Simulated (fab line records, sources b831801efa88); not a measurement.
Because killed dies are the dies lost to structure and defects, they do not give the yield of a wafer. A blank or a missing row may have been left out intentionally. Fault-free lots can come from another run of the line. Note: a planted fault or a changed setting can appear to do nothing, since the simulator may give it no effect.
Matching of chambers | flow gf180mcu | GF_CONTACT_CMP_04 on cmp-02: 4 sister chambers
The step polishes SiO2. 8 wafers are shown with their chamber, then 7 later ones without.

WAFERS PAIRED WITH THEIR CHAMBERS
wafer  | chamber | time-to-endpoint-s (s) | motor-current-A (A)
L368.4 | 2       | 101                    | 10.8
L370.1 | 2       | 103                    | 11.3
L371.6 | 3       | 117                    | 11.6
L375.1 | 0       | 105                    | 11.2
L375.3 | 3       | 116                    | 11.8
L375.6 | 1       | 118                    | 12.6
L383.2 | 1       | 103                    | 12.0
L383.3 | 0       | 102                    | 11.8

WAFERS WHOSE CHAMBER IS MISSING
wafer  | time-to-endpoint-s (s) | motor-current-A (A)
L383.5 | 105                    | 11.1
L389.2 | 112                    | 11.9
L389.3 | 104                    | 11.2
L389.6 | 105                    | 10.5
L390.4 | 115                    | 11.7
L390.5 | 111                    | 12.0
L390.6 | 116                    | 11.4

EACH ONE'S CHAMBER
wafer  | from the rows above               | in truth
L383.5 | can't be placed: 2 or 0           | 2
L389.2 | can't be placed: 3 or 1 or 0      | 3
L389.3 | can't be placed: 2 or 0           | 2
L389.6 | can't be placed: 2 or 0           | 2
L390.4 | can't be placed: 3 or 1 or 0      | 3
L390.5 | can't be placed: 1 or 3 or 0      | 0
L390.6 | can't be placed: 3 or 0 or 1 or 2 | 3
Placed correctly: 0 of 7. Not placeable from these rows: 7 (in 7, the candidates include the true chamber). Number placed wrongly: 0.
How it was worked out, from the rows above alone: a wafer's distance from a chamber is the root of the sum, over the readings, of the square of ((its reading less the chamber's mean) divided by the reading's scatter). If the next closest chamber is less than 2 further off than the closest, the wafer can't be placed; otherwise it belongs to the closest. A chamber's mean is the mean of its shown wafers. The scatter: take each reading less its chamber's mean, square it, sum over the shown wafers, divide by the number of wafers less the number of chambers, and take the root.
